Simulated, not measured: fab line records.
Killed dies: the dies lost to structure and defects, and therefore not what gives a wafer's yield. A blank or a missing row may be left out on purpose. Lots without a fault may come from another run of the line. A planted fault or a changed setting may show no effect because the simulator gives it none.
The tool behind it: which one?	flow gf180mcu	30 wafers from 10 lots sampled at 4 of the route's 602 steps

## WHAT THE GAUGES READ, wafer by wafer
GF_V2_RS_MEAS_24: the measuring method here is four-point-probe.
lot	measured	on	V2_W_RS (ohm/sq)
L910	day 20 00:55	film-metro-04	0.330 0.332 0.331
L911	day 20 03:32	film-metro-01	0.324 0.327 0.327
L912	day 20 18:16	film-metro-01	0.327 0.325 0.329
L913	day 21 06:09	film-metro-01	0.322 0.324 0.319
L914	day 21 16:10	film-metro-03	0.326 0.322 0.322
L919	day 23 10:34	film-metro-04	0.332 0.330 0.333
L922	day 24 19:46	film-metro-03	0.325 0.315 0.315
L926	day 26 10:07	film-metro-01	0.333 0.173 0.173
L927	day 26 13:26	film-metro-04	0.172 0.331 0.328
L929	day 27 04:47	film-metro-03	0.332 0.332 0.171

GF_V2_THK_MEAS_25: measures by xrf.
lot	measured	on	V2_W_THK (nm)
L910	day 20 01:00	film-metro-04	350 347 350
L911	day 20 03:39	film-metro-01	359 354 356
L912	day 20 18:23	film-metro-01	354 357 355
L913	day 21 06:16	film-metro-01	360 361 367
L914	day 21 16:17	film-metro-03	362 367 366
L919	day 23 10:41	film-metro-04	345 347 344
L922	day 24 19:52	film-metro-03	369 381 376
L926	day 26 10:14	film-metro-01	353 - -
L927	day 26 13:32	film-metro-04	- 347 351
L929	day 27 04:53	film-metro-03	361 358 -

## WHICH TOOL RAN EACH LOT (tool, then ch and the chambers of the sampled wafers, then the start)
lot	GF_V2_STRIP_18	GF_V2_CVD_23
L910	plasma-asher-01 ch 0,1, day 20 00:08	cvd-w-01 ch 0,1, day 20 00:47
L911	plasma-asher-04 ch 0,1, day 20 02:47	cvd-w-01 ch 0,1, day 20 03:25
L912	plasma-asher-01 ch 0,1, day 20 17:32	cvd-w-01 ch 0,1, day 20 18:10
L913	plasma-asher-04 ch 0,1, day 21 05:17	cvd-w-02 ch 0, day 21 05:55
L914	plasma-asher-01 ch 0,1, day 21 15:14	cvd-w-02 ch 0, day 21 15:57
L919	plasma-asher-02 ch 0,1, day 23 09:50	cvd-w-01 ch 0,1, day 23 10:28
L922	plasma-asher-04 ch 0,1, day 24 18:59	cvd-w-02 ch 0,1, day 24 19:40
L926	plasma-asher-01 ch 0,1, day 26 09:17	cvd-w-01 ch 0,1, day 26 09:59
L927	plasma-asher-04 ch 0,1, day 26 12:40	cvd-w-01 ch 0,1, day 26 13:19
L929	plasma-asher-04 ch 0,1, day 27 04:00	cvd-w-01 ch 0,1, day 27 04:39
- GF_V2_STRIP_18: strips in O2/N2.
- GF_V2_CVD_23: deposits W, target thk 350 nm, time 104.94 s.

## AS READ BY THE TOOLS THEMSELVES (means over the sampled wafers that have a number; for cases with no such wafer, the mark the record gives instead)
GF_V2_STRIP_18.
lot	tool	drypump-motor-current-A (A)	heater-power-w (W)	oes-product-au (a.u.)	platen-temp-c (C)
L910	plasma-asher-01	6.1	359	0.599	249.92
L911	plasma-asher-04	5.6	290	0.592	249.68
L912	plasma-asher-01	6.1	358	0.590	250.01
L913	plasma-asher-04	5.4	306	0.590	249.98
L914	plasma-asher-01	5.8	377	0.595	249.95
L919	plasma-asher-02	5.2	327	0.591	249.82
L922	plasma-asher-04	5.6	290	0.589	249.95
L926	plasma-asher-01	6.1	352	0.593	250.06
L927	plasma-asher-04	5.6	292	0.595	250.00
L929	plasma-asher-04	5.4	302	0.595	250.01

GF_V2_CVD_23.
lot	tool	heater-power-w (W)
L910	cvd-w-01	820
L911	cvd-w-01	825
L912	cvd-w-01	812
L913	cvd-w-02	818
L914	cvd-w-02	820
L919	cvd-w-01	827
L922	cvd-w-02	849
L926	cvd-w-01	875
L927	cvd-w-01	832
L929	cvd-w-01	817

## THE ANSWER, worked out from the rows above alone
Rule: what is usual is taken from the lots themselves. The widest of any qualifying gaps counts: lots, ordered by their means at a reading, are off when they make up no more than a third of the lots, leave a main group of 4 or more, and stand apart from it by 3 or more times the standard deviation of that group's means. If all means in a main group match to the digits the tables above print for the reading, that group is not used. Also off: a lot with no number at a reading for which 4 or more lots have one. Any other lot the step has rows for is counted as sound. The gauges are gone through in route order, then the tools' own readings, and for those a lot's mean is taken as printed above. At the first step where some lot is off, the reading lying furthest off is the one used; lots without a number count as furthest.
Off: L926, L927, L929, at GF_V2_RS_MEAS_24 (V2_W_RS). Main group: mean 0.326 ohm/sq, sd 0.0045.
A tool fits if, at a process step before that reading, it ran every lot that is off, and no sound lot after the first of them. The gauges at GF_V2_RS_MEAS_24 are tried like those tools. One candidate fits, namely cvd-w-01 at GF_V2_CVD_23. A fault onset in the window from L919 (day 23 10:28, its last sound lot) to L926 (day 26 09:59, its first lot off) fits.

## WHAT WAS PUT IN BY THE SIMULATOR
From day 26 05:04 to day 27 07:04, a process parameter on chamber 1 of cvd-w-01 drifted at GF_V2_CVD_23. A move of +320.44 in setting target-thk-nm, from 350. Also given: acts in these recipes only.
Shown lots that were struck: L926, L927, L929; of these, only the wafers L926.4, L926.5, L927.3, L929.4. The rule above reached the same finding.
